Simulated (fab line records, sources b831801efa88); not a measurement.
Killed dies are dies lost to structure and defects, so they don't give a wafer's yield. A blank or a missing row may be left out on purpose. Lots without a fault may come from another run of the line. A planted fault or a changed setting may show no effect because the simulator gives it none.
A struck lot beside a sound one | flow sky130 | 14 steps out of a route of 708
Sound: wafers L859.4, L859.5, L859.6. Struck: wafers L869.4, L869.5, L869.6. The cause comes at the end.
At each step with rows: each side's tool, then ch and its chambers, then its first start. Under that, the readings that differ: sound wafers | struck wafers | difference of the means | sigmas: that difference in standard deviations of wafers without a fault.
alike: readings whose means differ by less than 2 such deviations, and words and numbers that are the same on both sides. not compared: withheld readings, readings that some wafer has no value for, bounds like >300 that may hide the same value, and numbers for which the record gives no deviation and whose values overlap.
The two part at a step that has a row with sigmas, a row that says differs or no value, or rows on one side only. Numbers that don't overlap but have no deviation are shown without sigmas and don't part them. A reading that every wafer of one side lacks parts them only if that side has two wafers or more.

first, 3 steps without rows for these wafers: SKY_METAL1_CLEAN_22 (cleans in IPA, time 180 s); SKY_METAL1_CLEAN_23 (cleans in O3/DIW); SKY_VIA1_HDPCVD_00 (deposits SiO2, target thk 1030 nm, time 171.7 s).
SKY_VIA1_THK_MEAS_01:
  sound on film_metro-01, day 36 09:33; struck on film_metro-03, day 39 16:26
  alike: VIA1_HDPCVD_THK
SKY_VIA1_CMP_02: polishes SiO2.
  sound on cmp-02 ch 1,2,3, day 36 09:41; struck on cmp-02 ch 1,2, day 39 16:28
  alike: motor_current_A
SKY_VIA1_BOW_MEAS_03:
  sound on film_metro-01, day 36 09:56; struck on film_metro-03, day 39 16:49
  alike: VIA1_BOW
then, 6 steps without rows for these wafers: SKY_VIA1_DEHYDRATE_04 (time 60 s); SKY_VIA1_HMDS_05 (prime time 60 s); SKY_VIA1_COAT_06 (resist thk 60 nm); SKY_VIA1_COAT_07 (resist thk 450 nm); SKY_VIA1_SOFTBAKE_08 (time 90 s); SKY_VIA1_EXPOSE_09 (exposes mask VIM, target cd 150 nm).
SKY_VIA1_PEB_10:
  sound on litho_track-03 ch 0, day 37 11:00; struck on litho_track-03, day 40 17:00
  reading         | sound          | struck | difference                    | sigmas
  exhaust_pa (Pa) | 44.2 44.8 44.8 | - - -  | no value on the struck wafers |
  not compared: chill_plate_temp_C
then, 1 step without rows for these wafers: SKY_VIA1_DEVELOP_11 (develop time 60 s).

WHERE THEY PART
Only at SKY_VIA1_PEB_10, within this record.

WHY: what the simulator had put in
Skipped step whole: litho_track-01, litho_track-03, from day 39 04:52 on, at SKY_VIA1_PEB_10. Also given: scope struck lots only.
